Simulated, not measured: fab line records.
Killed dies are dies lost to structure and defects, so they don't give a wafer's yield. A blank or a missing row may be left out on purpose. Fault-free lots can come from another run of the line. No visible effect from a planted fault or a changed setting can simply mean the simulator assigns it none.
Which tool is to blame? -- flow sky130 -- at 1 step of a route of 708, 11 lots with 33 wafers sampled

== WHAT EACH GAUGE READ, for each wafer ==
SKY_METAL2_CD_MEAS_15: the cd target is 140 nm.
lot,measured,on,cd_nm (nm)
L121,day 35 16:04,cd_sem-02,138.4 139.6 138.2
L122,day 35 23:13,cd_sem-01,140.8 140.9 141.3
L127,day 37 13:55,cd_sem-01,143.4 144.2 143.3
L129,day 38 11:50,cd_sem-02,139.8 140.8 139.2
L130,day 38 15:07,cd_sem-02,139.0 139.6 137.3
L133,day 39 09:08,cd_sem-01,139.5 138.6 138.4
L136,day 40 09:19,cd_sem-01,141.5 141.0 140.9
L138,day 40 18:34,cd_sem-01,139.6 138.3 137.4
L139,day 40 23:26,cd_sem-02,141.2 141.4 140.6
L140,day 41 05:26,cd_sem-02,140.8 139.9 140.0
L142,day 43 05:17,cd_sem-02,140.3 139.8 140.1

== WHAT TOOL EACH LOT RAN ON (gives the tool, then ch and the chambers of the sampled wafers, and finally the start) ==
Before these readings, the record contains no process step.

== THE ANSWER, worked out from the rows above alone ==
Rule: the usual values come from the lots themselves. Put in order of their means at a reading, lots are off if they are a third of the lots or fewer, leave a main group of 4 or more, and stand apart from it by a gap of 3 or more times the standard deviation of the main group's means; of several such gaps the widest counts. The tables above print the reading to a certain number of digits; a main group whose means all agree to those digits is not used. Also off: a lot with no number at a reading for which 4 or more lots have one. Where the step has rows for the other lots, those lots are counted as sound.
Nothing can be told from this: no lot is off at any reading shown.

== WHAT WAS PUT IN BY THE SIMULATOR ==
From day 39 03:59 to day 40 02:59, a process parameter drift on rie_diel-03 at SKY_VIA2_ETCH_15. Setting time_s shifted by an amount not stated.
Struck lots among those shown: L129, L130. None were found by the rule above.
